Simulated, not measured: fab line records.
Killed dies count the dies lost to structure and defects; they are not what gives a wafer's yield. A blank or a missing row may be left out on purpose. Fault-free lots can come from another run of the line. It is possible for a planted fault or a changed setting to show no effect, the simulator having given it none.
2 desks looking at one fault    flow sky130    what lay behind the numbers comes last; until then each desk has only its own

== DESK OF THE TOOL OWNER: implanter-02 ==
The tool's own readings at SKY_SD_N_IMPLANT_09: means of the sampled wafers that have a number, for each lot that ran on this tool. Any lot whose mean is over 4 standard deviations away from the usual mean is out of limits and marked OUT; that distance is given in the brackets.
Columns: A = beamEnergyKeV at SKY_SD_N_IMPLANT_09, usual 50.001
lot   first seen here  A
L618  day 29 15:42     49.983
L621  day 30 17:49     49.999
L623  day 31 06:25     50.014
L624  day 31 10:34     49.997
L625  day 31 21:37     49.991
L629  day 33 11:17     51.294 (+68) OUT
L630  day 33 18:56     51.262 (+66) OUT
This desk finds L629, L630 out of limits, L629 being first, at day 33 11:17 (beamEnergyKeV at SKY_SD_N_IMPLANT_09). L618, L621, L623, L624, L625 stayed within limits.

== FROM THE METROLOGY DESK ==
What the gauges read for every lot (on any tool): the sampled wafers with a number, averaged. Any lot whose mean is over 4 standard deviations away from the usual mean is out of limits and marked OUT; that distance is given in the brackets.
Columns: A = LDD_HVP_TW at SKY_LDD_HVP_TW_MEAS_10, usual 458; B = SD_N_RS at SKY_SD_N_RS_MEAS_16, usual 68.56 ohm/sq
lot   first seen here  A    B
L615  day 22 18:18     463  68.54
L618  day 23 08:47     462  68.60
L621  day 24 12:58     461  68.62
L623  day 25 02:27     449  68.60
L624  day 25 08:49     460  68.57
L625  day 25 19:22     459  68.73
L628  day 27 08:49     445  68.74
L629  day 27 09:23     446  67.74 (-7.5) OUT
L630  day 27 18:37     461  67.63 (-8.5) OUT
L637  day 29 23:38     461  68.58
L638  day 30 09:56     450  68.56
Finding of this desk: L629, L630 out of limits, first seen on L629 at day 33 12:02 (SD_N_RS at SKY_SD_N_RS_MEAS_16). L615, L618, L621, L623, L624, L625, L628, L637, L638 stayed within limits.

== ALL TOGETHER ==
An alarm could have come from the tool owner's desk at day 33 11:17, on L629, L630.
On L629, L630, the metrology desk was in a position to raise an alarm at day 33 12:02.
SKY_SD_N_IMPLANT_09 was run on implanter-02 by each of the lots named.

== WHAT THE SIMULATOR HAD PUT IN ==
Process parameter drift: implanter-02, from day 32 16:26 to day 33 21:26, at SKY_SD_N_IMPLANT_09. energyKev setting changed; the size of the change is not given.
Shown lots that were struck: L629, L630.
Delay (hours) between the fault's onset and each desk's first out-of-limits reading: 19 at the tool owner's desk, 20 at the metrology desk.
